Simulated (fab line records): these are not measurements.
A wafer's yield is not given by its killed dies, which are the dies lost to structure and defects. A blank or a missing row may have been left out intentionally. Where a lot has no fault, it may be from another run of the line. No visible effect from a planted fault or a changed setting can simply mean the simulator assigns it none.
fab line records + flow sky130
record:
- lots: 11
- wafers: 33
- last-day: 50
route steps=708 shown RES_XHIGH@341 SD_N@349 LI_CONTACT@365 PAD_OPEN@708
lots that met no fault: taken from a fault-free run of the same line
start-h: start of the lot's first displayed wafer, in hours after the record's first day + wait-h: time in hours since the lot's previous step + " unchanged from the row above + L1.1+2: several wafers, shown together as one row + - no value, or no start given + * or withheld: withheld + < > ~ a bound
route shown NAME@n: NAME is a module with steps in the file, n the number in the route of the first one + usual: mean/standard deviation of fault-free wafers + same: alike in all rows + chamber/n: place in a boat + sites: readings site by site + _std_site: the values' standard deviation + _edge_site: mean of outer sites minus mean of inner sites + radius-mm: for every site, how far away it sits from the centre of the wafer + mask NAME#n: copy n + behind: the tool/chamber that last shaped the wafer + hold: cause of the lot's hold/its duration in hours/its outcome + device: transistor that didn't switch, given as n, p or np + end of line: the tests these same wafers got at the end of their route + step lacking rows: just its recipe + killed: count of dies lost to structure and defects at first sort (not the wafer's yield) + map: a wafer's dies, marking killed ones x, the rest . and places with no die _
set.NAME: the setting the step ran with; set.NAME@STEP: the setting that earlier step ran with + model.NAME: the simulator's own value behind a step, which no gauge read
the route's steps for a sample of lots (tables are steps, rows are wafers)
services: the hour from which a tool's chamber was out of use, counted from the record's first day as start-h (under 0 if before that day), plus the number of hours and why
== steps ==
step: SKY_RES_XHIGH_TW_MEAS_09
usual:
- RES_XHIGH_TW: 1650/9.9
| lot.wafer | tool          | chamber | start-h | wait-h | RES_XHIGH_TW |
|-----------|---------------|---------|---------|--------|--------------|
| L577.1    | film-metro-02 | -       | 611.15  | 0.1    | 1629         |
| L577.3    | "             | -       | "       | "      | 1645         |
| L577.6    | "             | -       | "       | "      | 1635         |
| L579.2    | film-metro-03 | -       | 629.97  | 0.1    | 1666         |
| L579.4    | "             | -       | "       | "      | 1668         |
| L579.5    | "             | -       | "       | "      | 1666         |
| L580.1    | film-metro-03 | -       | 633.50  | 0.1    | 1653         |
| L580.4    | "             | -       | "       | "      | 1665         |
| L580.5    | "             | -       | "       | "      | 1651         |
| L581.1    | film-metro-03 | -       | 641.80  | 0.1    | 1660         |
| L581.2    | "             | -       | "       | "      | 1660         |
| L581.5    | "             | -       | "       | "      | 1660         |
| L583.2    | film-metro-02 | -       | 662.36  | 0.1    | 1653         |
| L583.3    | "             | -       | "       | "      | 1648         |
| L583.4    | "             | -       | "       | "      | 1646         |
| L587.1    | film-metro-02 | -       | 716.71  | 0.1    | 1641         |
| L587.2    | "             | -       | "       | "      | 1638         |
| L587.5    | "             | -       | "       | "      | 1644         |
| L592.1    | film-metro-02 | -       | 747.01  | 0.1    | 1650         |
| L592.3    | "             | -       | "       | "      | 1644         |
| L592.4    | "             | -       | "       | "      | 1645         |
| L595.3    | film-metro-02 | -       | 756.33  | 0.1    | 1643         |
| L595.5    | "             | -       | "       | "      | 1650         |
| L595.6    | "             | -       | "       | "      | 1657         |
| L594.1    | film-metro-04 | -       | 760.07  | 0.1    | 1654         |
| L594.3    | "             | -       | "       | "      | 1649         |
| L594.5    | "             | -       | "       | "      | 1641         |
| L599.1    | film-metro-04 | -       | 793.42  | 0.1    | 1649         |
| L599.3    | "             | -       | "       | "      | 1649         |
| L599.5    | "             | -       | "       | "      | 1644         |
| L600.1    | film-metro-04 | -       | 796.12  | 0.1    | 1644         |
| L600.3    | "             | -       | "       | "      | 1641         |
| L600.5    | "             | -       | "       | "      | 1643         |
step: SKY_SD_N_CD_MEAS_07
recipe:
- target-cd-nm: 380
usual:
- cd-nm: 380.5/2.4
| lot.wafer | tool      | chamber | start-h | wait-h | cd-nm |
|-----------|-----------|---------|---------|--------|-------|
| L577.1    | cd-sem-01 | -       | 639.45  | 0.1    | 379.6 |
| L577.3    | "         | -       | "       | "      | 376.3 |
| L577.6    | "         | -       | "       | "      | 377.5 |
| L579.2    | cd-sem-02 | -       | 657.63  | 0.1    | 378.4 |
| L579.4    | "         | -       | "       | "      | 378.2 |
| L579.5    | "         | -       | "       | "      | 378.7 |
| L580.1    | cd-sem-02 | -       | 662.40  | 0.1    | 381.8 |
| L580.4    | "         | -       | "       | "      | 381.6 |
| L580.5    | "         | -       | "       | "      | 381.6 |
| L581.1    | cd-sem-02 | -       | 669.81  | 0.1    | 382.0 |
| L581.2    | "         | -       | "       | "      | 383.3 |
| L581.5    | "         | -       | "       | "      | 380.0 |
| L583.2    | cd-sem-01 | -       | 690.67  | 0.1    | 387.2 |
| L583.3    | "         | -       | "       | "      | 384.3 |
| L583.4    | "         | -       | "       | "      | 381.8 |
| L587.1    | cd-sem-02 | -       | 743.96  | 0.1    | 377.4 |
| L587.2    | "         | -       | "       | "      | 375.4 |
| L587.5    | "         | -       | "       | "      | 376.7 |
| L592.1    | cd-sem-02 | -       | 773.96  | 0.1    | 381.9 |
| L592.3    | "         | -       | "       | "      | 381.4 |
| L592.4    | "         | -       | "       | "      | 380.9 |
| L595.3    | cd-sem-02 | -       | 783.34  | 0.1    | 383.7 |
| L595.5    | "         | -       | "       | "      | 382.3 |
| L595.6    | "         | -       | "       | "      | 381.9 |
| L594.1    | cd-sem-01 | -       | 786.55  | 0.1    | 381.6 |
| L594.3    | "         | -       | "       | "      | 381.4 |
| L594.5    | "         | -       | "       | "      | 381.7 |
| L599.1    | cd-sem-01 | -       | 818.36  | 0.1    | 383.8 |
| L599.3    | "         | -       | "       | "      | 382.6 |
| L599.5    | "         | -       | "       | "      | 384.9 |
| L600.1    | cd-sem-01 | -       | 821.40  | 0.1    | 377.9 |
| L600.3    | "         | -       | "       | "      | 380.6 |
| L600.5    | "         | -       | "       | "      | 379.8 |
step: SKY_LI_CONTACT_BOW_MEAS_03
recipe:
- mode: bow
usual:
- LI_CONTACT_BOW: 57/7.2
| lot.wafer | tool          | chamber | start-h | wait-h | LI_CONTACT_BOW[um] |
|-----------|---------------|---------|---------|--------|--------------------|
| L577.1    | film-metro-03 | -       | 641.13  | 0.1    | 62                 |
| L577.3    | "             | -       | "       | "      | 56                 |
| L577.6    | "             | -       | "       | "      | 52                 |
| L579.2    | film-metro-04 | -       | 659.49  | 0.1    | 42                 |
| L579.4    | "             | -       | "       | "      | 45                 |
| L579.5    | "             | -       | "       | "      | 54                 |
| L580.1    | film-metro-02 | -       | 664.09  | 0.1    | 69                 |
| L580.4    | "             | -       | "       | "      | 52                 |
| L580.5    | "             | -       | "       | "      | 53                 |
| L581.1    | film-metro-03 | -       | 671.48  | 0.1    | 52                 |
| L581.2    | "             | -       | "       | "      | 58                 |
| L581.5    | "             | -       | "       | "      | 54                 |
| L583.2    | film-metro-02 | -       | 692.40  | 0.2    | 60                 |
| L583.3    | "             | -       | "       | "      | 59                 |
| L583.4    | "             | -       | "       | "      | 53                 |
| L587.1    | film-metro-03 | -       | 746.06  | 0.2    | 62                 |
| L587.2    | "             | -       | "       | "      | 53                 |
| L587.5    | "             | -       | "       | "      | 52                 |
| L592.1    | film-metro-04 | -       | 777.20  | 0.2    | 54                 |
| L592.3    | "             | -       | "       | "      | 56                 |
| L592.4    | "             | -       | "       | "      | 36                 |
| L595.3    | film-metro-02 | -       | 785.02  | 0.2    | 47                 |
| L595.5    | "             | -       | "       | "      | 60                 |
| L595.6    | "             | -       | "       | "      | 58                 |
| L594.1    | film-metro-03 | -       | 788.23  | 0.2    | 56                 |
| L594.3    | "             | -       | "       | "      | 62                 |
| L594.5    | "             | -       | "       | "      | 67                 |
| L599.1    | film-metro-03 | -       | 820.04  | 0.1    | 59                 |
| L599.3    | "             | -       | "       | "      | 59                 |
| L599.5    | "             | -       | "       | "      | 62                 |
| L600.1    | film-metro-02 | -       | 823.08  | 0.2    | 54                 |
| L600.3    | "             | -       | "       | "      | 53                 |
| L600.5    | "             | -       | "       | "      | 54                 |
step: SKY_LI_CONTACT_ETCH_14
recipe:
- chemistry: N2/H2
- target: BARC
- ion-energy-ev: 200
- source-w: 500
- bias-w: 100
- pressure-mtorr: 30
- n2-flow-sccm: 100
- h2-flow-sccm: 200
- stop-on: SiO2
- time-s: 45.9
- target-depth-a: 600
usual:
- drypump-motor-current-A: 5.8/0.43
- n2-flow-sccm: 100.04/0.27
- oes-product-au: 0.854/0.0044
- run-length-s: 74.0/0.46
- throttle-valve-pct: 13.225/0.0093
| lot.wafer | tool        | chamber | start-h | wait-h | drypump-motor-current-A | n2-flow-sccm | oes-product-au | rf-hours-counter-h | run-length-s | throttle-valve-pct |
|-----------|-------------|---------|---------|--------|-------------------------|--------------|----------------|--------------------|--------------|--------------------|
| L577.1    | rie-diel-03 | 3       | 669.55  | 0.0    | 5.8                     | 99.98        | 0.864          | 3                  | 74.2         | 13.237             |
| L577.3    | "           | 1       | "       | "      | 5.7                     | 100.16       | 0.856          | 35                 | 74.4         | 13.227             |
| L577.6    | "           | 0       | "       | "      | 5.8                     | 100.50       | 0.853          | -                  | 74.5         | 13.224             |
| L579.2    | rie-diel-04 | 1       | 687.98  | 0.0    | 5.7                     | 100.39       | 0.844          | 6                  | 73.7         | 13.225             |
| L579.4    | "           | 0       | "       | "      | 4.9                     | 99.73        | 0.852          | 7                  | 73.9         | 13.237             |
| L579.5    | "           | 1       | "       | "      | 5.7                     | 99.88        | 0.852          | -                  | 73.6         | 13.225             |
| L580.1    | rie-diel-02 | 3       | 692.73  | 0.0    | 5.8                     | 99.88        | 0.855          | 34                 | 74.9         | 13.233             |
| L580.4    | "           | 1       | "       | "      | 6.1                     | 99.99        | 0.856          | 9                  | 74.3         | 13.224             |
| L580.5    | "           | 1       | "       | "      | 6.1                     | 99.91        | 0.858          | -                  | 74.1         | 13.215             |
| L581.1    | rie-diel-03 | 2       | 699.91  | 0.0    | 5.4                     | 99.62        | 0.851          | 35                 | 73.6         | 13.216             |
| L581.2    | "           | 3       | "       | "      | 5.8                     | 100.16       | 0.861          | 4                  | 73.9         | 13.213             |
| L581.5    | "           | 0       | "       | "      | 5.8                     | 100.10       | 0.859          | -                  | 74.6         | 13.216             |
| L583.2    | rie-diel-03 | 3       | 720.06  | 0.0    | 5.8                     | 99.96        | 0.861          | 4                  | 74.3         | 13.213             |
| L583.3    | "           | 0       | "       | "      | 5.8                     | 100.14       | 0.848          | 12                 | 75.0         | 13.223             |
| L583.4    | "           | 2       | "       | "      | 5.4                     | 100.13       | 0.854          | 36                 | 73.6         | 13.228             |
| L587.1    | rie-diel-03 | 3       | 773.21  | 0.0    | 5.8                     | 100.89       | 0.847          | 5                  | 74.0         | 13.242             |
| L587.2    | "           | 1       | "       | "      | 5.7                     | 100.10       | 0.862          | 38                 | 74.5         | 13.226             |
| L587.5    | "           | 2       | "       | "      | 5.4                     | 99.86        | 0.862          | -                  | 73.8         | 13.220             |
| L592.1    | rie-diel-03 | 0       | 803.16  | 0.0    | 5.8                     | 99.77        | 1.002          | 14                 | 34.4         | 13.223             |
| L592.3    | "           | 3       | "       | "      | 5.8                     | 99.64        | 0.857          | 6                  | 73.9         | 13.229             |
| L592.4    | "           | 0       | "       | "      | 5.9                     | 100.06       | 0.996          | -                  | 34.2         | 13.235             |
| L595.3    | rie-diel-02 | 0       | 810.15  | 0.0    | 6.3                     | 99.65        | 0.856          | 3                  | 73.6         | 13.228             |
| L595.5    | "           | 0       | "       | "      | 6.3                     | 100.28       | 0.858          | -                  | 73.4         | 13.227             |
| L595.6    | "           | 2       | "       | "      | 6.2                     | 100.08       | 0.845          | -                  | 74.3         | 13.220             |
| L594.1    | rie-diel-03 | 1       | 813.23  | 0.0    | 5.7                     | 100.36       | 0.856          | 39                 | 74.2         | 13.220             |
| L594.3    | "           | 0       | "       | "      | 5.9                     | 100.04       | 0.998          | 14                 | 34.2         | 13.229             |
| L594.5    | "           | 1       | "       | "      | 5.7                     | 100.10       | 0.853          | -                  | 74.8         | 13.233             |
| L599.1    | rie-diel-02 | 0       | 846.80  | 0.0    | 6.3                     | 100.11       | 0.856          | 4                  | 73.1         | 13.237             |
| L599.3    | "           | 1       | "       | "      | 6.1                     | 100.16       | 0.857          | 13                 | 74.1         | 13.212             |
| L599.5    | "           | 2       | "       | "      | 6.2                     | 100.05       | 0.848          | -                  | 74.5         | 13.221             |
| L600.1    | rie-diel-02 | 1       | 849.86  | 0.0    | 6.1                     | 99.96        | 0.863          | 13                 | 73.9         | 13.247             |
| L600.3    | "           | 0       | "       | "      | 6.3                     | 100.32       | 0.850          | 4                  | 73.1         | 13.221             |
| L600.5    | "           | 1       | "       | "      | 6.1                     | 100.17       | 0.853          | -                  | 73.9         | 13.223             |
step: SKY_LI_CONTACT_STRIP_16
recipe:
- chemistry: O2/N2
- power-w: 1400
- pressure-mtorr: 1500
- platen-temp-c: withheld
- o2-flow-sccm: 3000
- n2-flow-sccm: 300
- overash-fraction: 0.5
usual:
- drypump-motor-current-A: 5.6/0.51
- n2-flow-sccm: 299.9/0.82
- o2-flow-sccm: 3000/8.8
- oes-product-au: 0.374/0.0045
- strip-time-to-endpoint-s: 3.47/0.034
| lot.wafer | tool            | chamber | start-h | wait-h | drypump-motor-current-A | n2-flow-sccm | o2-flow-sccm | oes-product-au | rf-hours-counter-h | strip-time-to-endpoint-s |
|-----------|-----------------|---------|---------|--------|-------------------------|--------------|--------------|----------------|--------------------|--------------------------|
| L577.1    | plasma-asher-02 | 0       | 669.68  | -      | 5.7                     | 299.6        | 2996         | 0.375          | 24                 | 3.45                     |
| L577.3    | "               | 1       | "       | "      | 4.7                     | 300.9        | 2986         | 0.371          | -                  | 3.47                     |
| L577.6    | "               | 1       | "       | "      | 4.7                     | 300.0        | 3002         | 0.375          | -                  | 3.51                     |
| L579.2    | plasma-asher-02 | 0       | 688.10  | -      | 5.7                     | 301.4        | 3012         | 0.372          | 26                 | 3.46                     |
| L579.4    | "               | 0       | "       | "      | 5.7                     | 299.1        | 3002         | 0.377          | -                  | 3.46                     |
| L579.5    | "               | 1       | "       | "      | 4.7                     | 300.0        | 3001         | 0.371          | -                  | 3.46                     |
| L580.1    | plasma-asher-01 | 0       | 692.85  | -      | 5.4                     | 300.7        | 3011         | 0.374          | 60                 | 3.46                     |
| L580.4    | "               | 0       | "       | "      | 5.4                     | 301.4        | 2998         | 0.380          | -                  | 3.54                     |
| L580.5    | "               | 1       | "       | "      | 5.3                     | 300.0        | 3001         | 0.374          | -                  | 3.53                     |
| L581.1    | plasma-asher-01 | 0       | 700.04  | -      | 5.4                     | 298.6        | 2995         | 0.375          | 61                 | 3.48                     |
| L581.2    | "               | 1       | "       | "      | 5.3                     | 300.1        | 3005         | 0.378          | 61                 | 3.42                     |
| L581.5    | "               | 0       | "       | "      | 5.4                     | 299.2        | 2996         | 0.375          | -                  | 3.46                     |
| L583.2    | plasma-asher-03 | 1       | 720.19  | -      | 5.9                     | 297.0        | 3014         | 0.376          | 81                 | 3.47                     |
| L583.3    | "               | 1       | "       | "      | 5.9                     | 298.0        | 2999         | 0.376          | -                  | 3.44                     |
| L583.4    | "               | 0       | "       | "      | 6.2                     | 299.3        | 2989         | 0.372          | -                  | 3.48                     |
| L587.1    | plasma-asher-03 | 1       | 773.34  | -      | 5.9                     | 297.6        | 3019         | 0.376          | 87                 | 3.43                     |
| L587.2    | "               | 0       | "       | "      | 6.2                     | 299.8        | 3014         | 0.375          | 87                 | 3.43                     |
| L587.5    | "               | 1       | "       | "      | 5.9                     | 299.5        | 3010         | 0.377          | -                  | 3.50                     |
| L592.1    | plasma-asher-01 | 1       | 803.29  | -      | 5.3                     | 300.8        | 2991         | 0.396          | 70                 | 3.92                     |
| L592.3    | "               | 0       | "       | "      | 5.4                     | 299.9        | 3008         | 0.372          | -                  | 3.49                     |
| L592.4    | "               | 1       | "       | "      | 5.3                     | 300.4        | 2977         | 0.388          | -                  | 3.90                     |
| L595.3    | plasma-asher-03 | 1       | 810.32  | -      | 5.9                     | 299.8        | 3002         | 0.379          | -                  | 3.45                     |
| L595.5    | "               | 1       | "       | "      | 5.9                     | 299.0        | 2991         | 0.378          | -                  | 3.45                     |
| L595.6    | "               | 0       | "       | "      | 6.2                     | 299.7        | 2988         | 0.361          | -                  | 3.43                     |
| L594.1    | plasma-asher-03 | 0       | 813.36  | -      | 6.2                     | 299.9        | 3000         | 0.370          | 91                 | 3.50                     |
| L594.3    | "               | 1       | "       | "      | 5.9                     | 301.3        | 2998         | 0.391          | -                  | 3.92                     |
| L594.5    | "               | 0       | "       | "      | 6.2                     | 299.7        | 3007         | 0.380          | -                  | 3.47                     |
| L599.1    | plasma-asher-01 | 1       | 846.93  | -      | 5.3                     | 300.4        | 2995         | 0.373          | 74                 | 3.47                     |
| L599.3    | "               | 0       | "       | "      | 5.4                     | 299.7        | 2991         | 0.376          | -                  | 3.51                     |
| L599.5    | "               | 0       | "       | "      | 5.4                     | 300.6        | 3004         | 0.374          | -                  | 3.47                     |
| L600.1    | plasma-asher-03 | 0       | 849.99  | -      | 6.2                     | 299.4        | 2993         | 0.374          | 94                 | 3.52                     |
| L600.3    | "               | 0       | "       | "      | 6.2                     | 299.9        | 2990         | 0.369          | -                  | 3.49                     |
| L600.5    | "               | 0       | "       | "      | 6.2                     | 298.3        | 2994         | 0.374          | -                  | 3.51                     |
step: SKY_PAD_OPEN_PROBE_99
usual:
- killed_at_M0_to_M3: 43/7.8
- killed_at_M4_up: 3.2/1.7
- killed-at-contacts: 24/5.2
- killed-at-front-end: 15/4.5
- killed-at-other: 0.4/0.65
- killed-dies: 87/9.1
- killed-on-rim: 17/3.5
- killed-open: 47/7.3
- killed-short: 40/6.5
same:
- gross-dies: 492
- killed-at-back-side: 0
| lot.wafer | tool      | chamber | start-h | wait-h | killed_at_M0_to_M3 | killed_at_M4_up | killed-at-contacts | killed-at-front-end | killed-at-other | killed-dies | killed-on-rim | killed-open | killed-short |
|-----------|-----------|---------|---------|--------|--------------------|-----------------|--------------------|---------------------|-----------------|-------------|---------------|-------------|--------------|
| L594.5    | prober-01 | -       | 1174.58 | 0.2    | 33                 | 7               | 28                 | 12                  | 0               | 80          | 13            | 40          | 40           |
killed by level:class
L594.5 LI_CONTACT:geometric-particle:open=8 VIA1:geometric-particle:open=8 CONTACT:geometric-particle:open=7 METAL4:geometric-particle:short=6 CONTACT:geometric-particle:short=6 METAL1:geometric-particle:short=5 METAL2:geometric-particle:short=5 VIA2:geometric-particle:open=5
== services ==
| tool            | chamber | start-h | hours | kind           |
|-----------------|---------|---------|-------|----------------|
| rie-diel-02     | 2       | 649.90  | -     | clean          |
| rie-diel-02     | 2       | 649.90  | 19.8  | scheduled-down |
| rie-diel-02     | 2       | 649.90  | 19.8  | vent-cycle     |
| rie-diel-02     | 3       | 650.54  | 15.5  | repair         |
| rie-diel-04     | 2       | 658.31  | 6.6   | repair         |
| rie-diel-02     | 0       | 669.70  | -     | clean          |
| rie-diel-02     | 0       | 669.70  | 17.1  | scheduled-down |
| rie-diel-02     | 0       | 669.70  | 17.1  | vent-cycle     |
| plasma-asher-01 | -       | 710.08  | 14.6  | pm             |
| rie-diel-03     | -       | 735.82  | 14.6  | pm             |
| plasma-asher-01 | -       | 776.87  | 2.8   | pm             |
| rie-diel-04     | 0       | 778.33  | 11.9  | repair         |
| rie-diel-03     | 0       | 780.75  | 2.1   | repair         |
| rie-diel-02     | 2       | 787.14  | 2.9   | repair         |
| rie-diel-02     | 3       | 797.92  | -     | clean          |
| plasma-asher-02 | -       | 799.19  | 0.6   | repair         |
| rie-diel-03     | 2       | 803.13  | -     | clean          |
| rie-diel-03     | 2       | 803.13  | 12.5  | scheduled-down |
| rie-diel-03     | 2       | 803.13  | 12.5  | vent-cycle     |
| rie-diel-04     | 1       | 814.86  | 4.7   | repair         |
| rie-diel-03     | 1       | 815.67  | -     | clean          |
| rie-diel-03     | 1       | 815.67  | 15.9  | scheduled-down |
| rie-diel-03     | 1       | 815.67  | 15.9  | vent-cycle     |
| rie-diel-04     | -       | 839.80  | 2.8   | pm             |
== key ==
first-sign:
- step: SKY_LI_CONTACT_ETCH_14
- reading: run-length-s
- direction: down
- sigmas: 87
- usual: *
- struck: *
effect:
- step: SKY_LI_CONTACT_ETCH_14
- reading: oes-product-au
- direction: up
- sigmas: 32
- usual: 0.854
- struck: 0.999
effect:
- step: SKY_LI_CONTACT_STRIP_16
- reading: strip-time-to-endpoint-s
- direction: up
- sigmas: 13
- usual: *
- struck: *
met-at SKY_LI_CONTACT_ETCH_14
struck-lots L592,L594
struck-wafers L592.1,L592.4,L594.3
tester-left-out L592,L594
not-acting-at SKY_RES_XHIGH_TW_MEAS_09,SKY_SD_N_CD_MEAS_07,SKY_LI_CONTACT_BOW_MEAS_03
onset-between 720.06 803.16
fault:
- kind: process-parameter-drift
- tool: rie-diel-03
- chamber: 0
- onset-h: 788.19
- steps: SKY_LI_CONTACT_ETCH_14
- channel: time-s
- offset: *
- shape: step
- end-h: 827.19
- acts-in: *
- stated: *
tester-left-out: of these lots the tester's yield and bins aren't shown, on N5 and GAA mostly nor the transistor test; their killed dies are dies lost to structure and defects alone, not to doping, threshold or leakage, so they don't give the yield
